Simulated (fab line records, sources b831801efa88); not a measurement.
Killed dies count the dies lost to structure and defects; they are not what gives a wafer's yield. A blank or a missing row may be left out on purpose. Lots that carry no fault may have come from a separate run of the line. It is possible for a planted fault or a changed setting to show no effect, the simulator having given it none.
A lot that was struck, set against a sound lot -- flow sfq_line -- 43 steps out of a route of 325
Sound: these wafers, L923.2, L923.3, L923.6. Struck: wafer L934.5 (left out: L934.1, L934.2 of the same lot, which were not struck); the cause appears at the end.
For every step that has rows: the tool of each side, followed by ch and its chambers, followed by its first start. Under that, the readings that differ: sound wafers -- struck wafers -- difference of the means -- sigmas: that difference in standard deviations of wafers without a fault.
alike: readings whose means differ by less than 2 such deviations, and words and numbers that are the same on both sides. not compared: withheld readings, readings that some wafer has no value for, bounds like >300 that may hide the same value, and numbers for which the record gives no deviation and whose values overlap.
The two part at a step that has a row with sigmas, a row that says differs or no value, or rows on one side only. Non-overlapping numbers with no deviation appear without sigmas and do not part them. A reading that every wafer of one side lacks parts them only if that side has two wafers or more.

first, 6 steps without rows for these wafers: SFQ_TRILAYER_M4_LITHO_COAT_098 (resist thk 62 nm); SFQ_TRILAYER_M4_LITHO_COAT_093 (resist thk 600 nm); SFQ_TRILAYER_M4_LITHO_SOFTBAKE_097; SFQ_TRILAYER_M4_LITHO_EXPOSE_094 (exposes mask M4, target cd 500 nm); SFQ_TRILAYER_M4_LITHO_PEB_096 (peb time 60 s); SFQ_TRILAYER_M4_LITHO_DEVELOP_095 (time 60 s).
SFQ_M4_OVL_MEAS_926:
  sound on overlay-02 at day 48 18:14; struck on overlay-02 at day 54 03:22
  alike: M4_OVL
SFQ_TRILAYER_M4_BARC_OPEN_METAL_ETCH_123: etches BARC in O2, target depth 125 nm, time 41.7 s.
  sound on rie_metal-01 ch 0,1, day 48 18:16; struck on rie_metal-01 ch 1, day 54 03:25
  alike: drypump_motor_current_A, oes_product_au
  not compared: rf_hours_counter_h
then, 1 step without rows for these wafers: SFQ_TRILAYER_M4_ETCH_METAL_ETCH_096 (etches Nb in Cl2/Ar, stops on SiO2, target depth 240 nm, time 120 s).
SFQ_TRILAYER_M4_STRIP_STRIP_097: strips in O2.
  sound on rie_metal-01 ch 0,1, day 48 18:27; struck on rie_metal-01 ch 1, day 54 03:35
  alike: drypump_motor_current_A, oes_product_au
  not compared: rf_hours_counter_h
then, 2 steps without rows for these wafers: SFQ_TRILAYER_M4_STRIP_SOLV_CLEAN_098 (cleans in NMP, time 600 s); SFQ_TRILAYER_I4_DEP_PECVD_099 (deposits SiO2 from SiH4/N2O, time 111.11 s, target thk 500 nm).
SFQ_TRILAYER_I4_CMP_CMP_100: polishes SiO2.
  sound on cmp-01 ch 0,3, day 49 03:32; struck on cmp-01 ch 0, day 55 22:28
reading,sound,struck,difference,sigmas
time_to_endpoint_s (s),212 215 223,250,+33,+5
model.SiO2_of_TRILAYER_I4_DEP_PECVD_099.thk_nm (nm),200.1 198.5 199.6,150.1,-49.3,
  alike: edge_zone_pressure_frac, motor_current_A
SFQ_I4_BOW_MEAS_927:
  sound on film_metro-01 at day 49 06:33; struck on film_metro-04 at day 55 23:28
  alike: I4_BOW
SFQ_TRILAYER_I4_METRO_MEASURE_101:
  sound on film_metro-01 at day 49 06:51; struck on film_metro-04 at day 55 23:35
reading,sound,struck,difference,sigmas
thk_nm (nm),200.1 198.7 199.6,150.1,-49.4,-52
then, 6 steps without rows for these wafers: SFQ_TRILAYER_I4_VIA_LITHO_COAT_108 (resist thk 62 nm); SFQ_TRILAYER_I4_VIA_LITHO_COAT_103 (resist thk 650 nm); SFQ_TRILAYER_I4_VIA_LITHO_SOFTBAKE_107; SFQ_TRILAYER_I4_VIA_LITHO_EXPOSE_104 (exposes mask I4, target cd 700 nm); SFQ_TRILAYER_I4_VIA_LITHO_PEB_106 (peb time 60 s); SFQ_TRILAYER_I4_VIA_LITHO_DEVELOP_105 (time 60 s).
SFQ_I4_OVL_MEAS_928:
  sound on overlay-02 at day 52 03:17; struck on overlay-02 at day 56 03:02
  alike: I4_OVL
then, 1 step without rows for these wafers: SFQ_TRILAYER_I4_VIA_BARC_OPEN_VIA_ETCH_146 (etches BARC in O2, target depth 125 nm, time 41.7 s).
SFQ_TRILAYER_I4_VIA_ETCH_VIA_ETCH_106: etches SiO2 in CHF3, stops on Nb, target depth 260 nm.
  sound on rie_diel-02 ch 1,2,3, day 52 03:22; struck on rie_diel-02 ch 1, day 56 03:06
reading,sound,struck,difference,sigmas
oes_product_au (a.u.),0.850 0.855 0.855,0.737,-0.116,-23
model.I4.feature_depth_nm (nm),200.1 198.5 199.6,150.1,-49.3,
model.etch.depth_nm (nm),200.1 198.5 199.6,150.1,-49.3,
  alike: drypump_motor_current_A
then, 3 steps without rows for these wafers: SFQ_TRILAYER_I4_VIA_STRIP_STRIP_107 (strips in O2); SFQ_TRILAYER_I4_VIA_STRIP_SOLV_CLEAN_108 (cleans in NMP, time 600 s); SFQ_TRILAYER_JJ_TRILAYER_DEP_PRE_CLEAN_113 (time 22.5 s).
SFQ_TRILAYER_JJ_TRILAYER_DEP_SPUTTER_109: material Nb, target thk 150 nm, time 100 s.
  sound on pvd_sputter-05 at day 52 04:17; struck on pvd_sputter-05 at day 56 04:01
  alike: throttle_valve_pct
SFQ_TRILAYER_JJ_TRILAYER_DEP_SPUTTER_110: material Al, target thk 8 nm, time 10 s.
  sound on pvd_sputter-05 at day 52 04:22; struck on pvd_sputter-05 at day 56 04:05
  alike: throttle_valve_pct
then, 1 step without rows for these wafers: SFQ_TRILAYER_JJ_TRILAYER_DEP_AL_OXIDATION_111 (oxidation time 600 s).
SFQ_TRILAYER_JJ_TRILAYER_DEP_SPUTTER_112: material Nb, target thk 170 nm, time 113.3 s.
  sound on pvd_sputter-05 at day 52 05:23; struck on pvd_sputter-05 at day 56 05:07
  alike: throttle_valve_pct
SFQ_JJ_RS_MEAS_929: the measuring method here is four-point-probe.
  sound on film_metro-03 at day 52 05:29; struck on film_metro-03 at day 56 05:11
  alike: JJ_NB_RS
then, 6 steps without rows for these wafers: SFQ_TRILAYER_JJ_CE_LITHO_COAT_119 (resist thk 62 nm); SFQ_TRILAYER_JJ_CE_LITHO_COAT_114 (resist thk 600 nm); SFQ_TRILAYER_JJ_CE_LITHO_SOFTBAKE_118; SFQ_TRILAYER_JJ_CE_LITHO_EXPOSE_115 (exposes mask J5, target cd 700 nm); SFQ_TRILAYER_JJ_CE_LITHO_PEB_117 (peb time 60 s); SFQ_TRILAYER_JJ_CE_LITHO_DEVELOP_116 (time 60 s).
-- the record jumps here: 5 days lie between the struck wafers' starts before and after --
SFQ_JJ_OVL_MEAS_931:
  sound on overlay-01 at day 55 03:20; struck on overlay-01 at day 60 21:23
  alike: J5_OVL
then, 2 steps without rows for these wafers: SFQ_TRILAYER_JJ_CE_METRO_MEASURE_117; SFQ_TRILAYER_JJ_CE_BARC_OPEN_RIE_150 (chemistry O2, target BARC, target depth 240 nm, time 80 s).
-- the record jumps here: 5 days lie between the struck wafers' starts before and after --
SFQ_TRILAYER_M5_ETCH_METAL_ETCH_126: etches Nb in Cl2/BCl3, stops on SiO2, time 203.2 s, target depth 265 nm.
  sound on rie_metal-04 ch 0,1, day 59 12:07; struck on rie_metal-02 ch 0, day 66 01:13
reading,sound,struck,difference,sigmas
model.SiO2_of_TRILAYER_I4_DEP_PECVD_099.thk_nm (nm),180.2 178.8 179.8,130.2,-49.4,
  alike: drypump_motor_current_A, oes_product_au
  not compared: rf_hours_counter_h
-- the record jumps here: 19 days lie between the struck wafers' starts before and after --
SFQ_M8_BOW_MEAS_951:
  sound on film_metro-04 at day 81 08:29; struck on film_metro-02 at day 85 09:40
reading,sound,struck,difference,sigmas
model.etest.i4.link_ohm,2.19 2.189 2.208,2.174,-0.022,
  alike: M8_BOW

## WHERE THEY PART
Last at SFQ_TRILAYER_I4_VIA_ETCH_VIA_ETCH_106 as far as this record goes, first at SFQ_TRILAYER_I4_CMP_CMP_100. Later steps at which nothing parts them and some readings are alike: SFQ_TRILAYER_JJ_TRILAYER_DEP_SPUTTER_109, SFQ_TRILAYER_JJ_TRILAYER_DEP_SPUTTER_110, SFQ_TRILAYER_JJ_TRILAYER_DEP_SPUTTER_112, SFQ_JJ_RS_MEAS_929, SFQ_JJ_OVL_MEAS_931, SFQ_TRILAYER_M5_ETCH_METAL_ETCH_126, SFQ_M8_BOW_MEAS_951.

WHY: whatever the simulator had introduced
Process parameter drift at SFQ_TRILAYER_I4_CMP_CMP_100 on cmp-01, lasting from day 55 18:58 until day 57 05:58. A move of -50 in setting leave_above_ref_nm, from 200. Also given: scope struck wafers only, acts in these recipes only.
